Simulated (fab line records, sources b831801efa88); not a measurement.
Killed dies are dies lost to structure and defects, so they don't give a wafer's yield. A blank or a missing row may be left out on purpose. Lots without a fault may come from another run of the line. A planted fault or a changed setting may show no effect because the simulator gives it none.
A struck lot beside a sound one | flow sky130 | 43 steps out of a route of 708
Sound: wafers L372.4, L372.5, L372.6. Struck: wafers L388.3, L388.4, L388.5. The cause comes at the end.
At each step with rows: each side's tool, then ch and its chambers, then its first start. Under that, the readings that differ: sound wafers | struck wafers | difference of the means | sigmas: that difference in standard deviations of wafers without a fault.
alike: readings whose means differ by less than 2 such deviations, and words and numbers that are the same on both sides. not compared: withheld readings, readings that some wafer has no value for, bounds like >300 that may hide the same value, and numbers for which the record gives no deviation and whose values overlap.
The two part at a step that has a row with sigmas, a row that says differs or no value, or rows on one side only. Numbers that don't overlap but have no deviation are shown without sigmas and don't part them. A reading that every wafer of one side lacks parts them only if that side has two wafers or more.

SKY_FIELD_ISO_THK_MEAS_04:
  sound on film_metro-01, day 2 00:33; struck on film_metro-01, day 5 08:56
  alike: FIELD_ISO_CVD_03_THK
then, 8 steps without rows for these wafers: SKY_FIELD_ISO_DEHYDRATE_05 (time 60 s); SKY_FIELD_ISO_HMDS_06 (prime time 60 s); SKY_FIELD_ISO_COAT_07 (resist thk 60 nm); SKY_FIELD_ISO_COAT_08 (resist thk 450 nm); SKY_FIELD_ISO_SOFTBAKE_09 (time 90 s); SKY_FIELD_ISO_EXPOSE_10 (exposes mask FOM, target cd 150 nm); SKY_FIELD_ISO_PEB_11; SKY_FIELD_ISO_DEVELOP_12 (develop time 60 s).
SKY_FIELD_ISO_CD_MEAS_13: target cd 150 nm.
  sound on cd_sem-02, day 2 14:31; struck on cd_sem-01, day 6 02:52
  alike: cd_nm
SKY_FIELD_ISO_ETCH_14: etches BARC in N2/H2, stops on SiO2, time 45.9 s, target depth 60 nm.
  sound on rie_diel-01 ch 1,2,3, day 2 14:35; struck on rie_diel-01 ch 0,1, day 6 02:58
  alike: drypump_motor_current_A, oes_product_au, throttle_valve_pct
  not compared: rf_hours_counter_h
SKY_FIELD_ISO_ETCH_15: etches the open film in CHF3/O2, stops on Si, target depth 180 nm, time 72 s.
  sound on rie_diel-01 ch 1,2,3, day 2 14:37; struck on rie_diel-01 ch 0,1, day 6 03:02
  alike: drypump_motor_current_A, oes_product_au, throttle_valve_pct
  not compared: rf_hours_counter_h
SKY_FIELD_ISO_STRIP_16: strips in O2/N2.
  sound on plasma_asher-01 ch 0,1, day 2 14:43; struck on plasma_asher-01 ch 0,1, day 6 03:08
  alike: drypump_motor_current_A, oes_product_au, strip_time_to_endpoint_s
  not compared: rf_hours_counter_h
SKY_FIELD_ISO_ETCH_17: etches Si in HBr/Cl2/O2, target depth 342 nm, time 97.7 s.
  sound on rie_si-01 ch 1,2,3, day 2 14:46; struck on rie_si-01 ch 0,3, day 6 03:11
  alike: drypump_motor_current_A, oes_product_au, throttle_valve_pct
  not compared: rf_hours_counter_h
then, 5 steps without rows for these wafers: SKY_FIELD_ISO_WET_ETCH_18 (etches Si3N4 in H3PO4, target depth 25 nm, time 286 s); SKY_FIELD_ISO_CLEAN_19 (cleans in SC1/SC2, time 150 s); SKY_FIELD_ISO_CLEAN_20 (cleans in dHF, time 20 s); SKY_FIELD_ISO_WET_ETCH_21 (etches SiO2 in dHF, target depth 20 nm, time 400 s); SKY_FIELD_ISO_OXIDATION_22 (stabilise 600 s, purge 300 s, target thk 10 nm).
SKY_FIELD_ISO_THK_MEAS_23:
  sound on film_metro-04, day 2 17:51; struck on film_metro-01, day 6 05:17
  reading                         | sound            | struck         | difference | sigmas
  FIELD_ISO_OXIDATION_01_THK (nm) | 9.97 10.00 10.15 | 9.75 9.74 9.53 | -0.37      | -2
then, 1 step without rows for these wafers: SKY_FIELD_ISO_CVD_24 (deposits SiO2, target thk 595 nm, time 99.2 s).
SKY_FIELD_ISO_THK_MEAS_25:
  sound on film_metro-01, day 2 17:59; struck on film_metro-04, day 6 05:25
  alike: FIELD_ISO_CVD_24_THK
then, 1 step without rows for these wafers: SKY_FIELD_ISO_ANNEAL_26 (time 1800 s).
SKY_FIELD_ISO_CMP_27: polishes, stops on Si3N4, t overpolish 16 s, target thk 457.8 nm.
  sound on cmp-02 ch 2,3, day 2 20:43; struck on cmp-01 ch 0,2, day 6 07:53
  reading             | sound          | struck         | difference | sigmas
  motor_current_A (A) | 11.1 11.2 10.5 | 13.9 14.3 15.0 | +3.5       | +2
  alike: overpolish_run_s, platen_rpm, time_to_endpoint_s
then, 5 steps without rows for these wafers: SKY_FIELD_ISO_WET_ETCH_28 (etches SiO2 in dHF, target depth 23.7 nm, time 47 s); SKY_FIELD_ISO_WET_ETCH_29 (etches Si3N4 in H3PO4, target depth 160 nm, time 1825 s); SKY_FIELD_ISO_WET_ETCH_30 (etches SiO2 in dHF, target depth 25 nm, time 50 s); SKY_NWELL_CLEAN_00 (cleans in SC1/SC2, time 150 s); SKY_NWELL_OXIDATION_01 (stabilise 600 s, purge 300 s, target thk 10 nm).
SKY_NWELL_THK_MEAS_02:
  sound on film_metro-04, day 2 23:32; struck on film_metro-04, day 6 10:47
  reading                  | sound          | struck           | difference | sigmas
  NWELL_OXIDATION_THK (nm) | 9.52 9.91 9.61 | 9.99 10.15 10.08 | +0.39      | +2
then, 8 steps without rows for these wafers: SKY_DNWELL_DEHYDRATE_00 (time 60 s); SKY_DNWELL_HMDS_01 (prime time 60 s); SKY_DNWELL_COAT_02 (resist thk 3000 nm); SKY_DNWELL_SOFTBAKE_03; SKY_DNWELL_EXPOSE_04 (exposes mask DNM, target cd 3000 nm); SKY_DNWELL_PEB_05; SKY_DNWELL_DEVELOP_06 (develop time 60 s); SKY_DNWELL_IMPLANT_07.
SKY_DNWELL_STRIP_08: strips in O2/N2.
  sound on plasma_asher-03 ch 0,1, day 3 16:11; struck on plasma_asher-02 ch 0,1, day 7 06:02
  alike: drypump_motor_current_A, oes_product_au, strip_time_to_endpoint_s
  not compared: rf_hours_counter_h
SKY_DNWELL_TW_MEAS_09:
  sound on film_metro-02, day 3 16:17; struck on film_metro-03, day 7 06:08
  alike: DNWELL_TW
then, 2 steps without rows for these wafers: SKY_PWDE_DEHYDRATE_00 (time 60 s); SKY_PWDE_HMDS_01 (prime time 60 s).
-- the record jumps here: 43 days lie between the struck wafers' starts before and after (it left off in module PWDE and takes up again in module PAD_OPEN, whose first step shown is number 708 of the route) --
SKY_PAD_OPEN_PROBE_99:
  sound on prober-01, day 46 17:26; struck on prober-02, day 50 03:56
  reading             | sound    | struck      | difference | sigmas
  killed_at_front_end | 14 16 9  | 62 51 53    | +42        | +10
  killed_dies         | 84 79 74 | 137 134 121 | +52        | +5
  killed_on_rim       | 14 15 13 | 34 32 30    | +18        | +5
  alike: killed_at_M0_to_M3, killed_at_M4_up, killed_at_contacts, killed_at_other, killed_open, killed_short

WHERE THEY PART
First at SKY_FIELD_ISO_THK_MEAS_23; last, within this record, at SKY_PAD_OPEN_PROBE_99.

WHY: what the simulator had put in
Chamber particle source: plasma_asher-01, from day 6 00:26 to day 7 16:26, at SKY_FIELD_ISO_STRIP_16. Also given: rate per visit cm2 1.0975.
